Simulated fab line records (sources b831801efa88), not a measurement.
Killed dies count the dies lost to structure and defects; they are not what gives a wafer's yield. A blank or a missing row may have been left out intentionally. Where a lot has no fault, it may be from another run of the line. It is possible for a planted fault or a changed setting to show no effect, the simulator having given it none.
Chamber matching | flow sky130 | 3 sister chambers for SKY_VIA4_HDPCVD_00 on hdpcvd-02
The step deposits SiO2, target thk 1750 nm, time 291.7 s. 6 wafers are shown with their chamber, then 6 later ones without.

WAFERS PAIRED WITH THEIR CHAMBERS
wafer  | chamber | sih4-flow-sccm (sccm) | pressure-mtorr (mTorr)
L386.1 | 1       | 60.13                 | 6.010
L389.2 | 2       | 60.10                 | 5.998
L389.5 | 2       | 60.17                 | 5.986
L389.6 | 0       | 60.18                 | 6.004
L391.2 | 1       | 59.81                 | 6.005
L391.3 | 0       | 60.01                 | 5.985

WAFERS WITH NO CHAMBER GIVEN
wafer  | sih4-flow-sccm (sccm) | pressure-mtorr (mTorr)
L391.6 | 60.23                 | 5.979
L390.1 | 60.15                 | 6.007
L390.2 | 59.94                 | 6.001
L390.4 | 60.13                 | 6.008
L396.1 | 60.19                 | 5.989
L396.4 | 59.98                 | 6.004

WHICH CHAMBER EACH WENT THROUGH
wafer  | from the rows above          | in truth
L391.6 | can't be placed: 2 or 0 or 1 | 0
L390.1 | can't be placed: 1 or 0 or 2 | 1
L390.2 | can't be placed: 1 or 0 or 2 | 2
L390.4 | can't be placed: 1 or 0 or 2 | 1
L396.1 | can't be placed: 2 or 0 or 1 | 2
L396.4 | can't be placed: 1 or 0 or 2 | 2
Placed correctly: 0 of 6. Unplaceable from these rows: 6, with the true chamber sitting among the candidates in 6. 0 placed wrongly.
How it was worked out, from the rows above alone: a wafer's distance from a chamber is the root of the sum, over the readings, of the square of ((its reading less the chamber's mean) divided by the reading's scatter). If the next closest chamber is less than 2 further off than the closest, the wafer can't be placed; otherwise it belongs to the closest. A chamber's mean is the mean of its shown wafers. How the scatter is found: for the shown wafers, subtract from each reading the mean of its chamber, square and add these, divide the total by (wafers less chambers), then take the root.
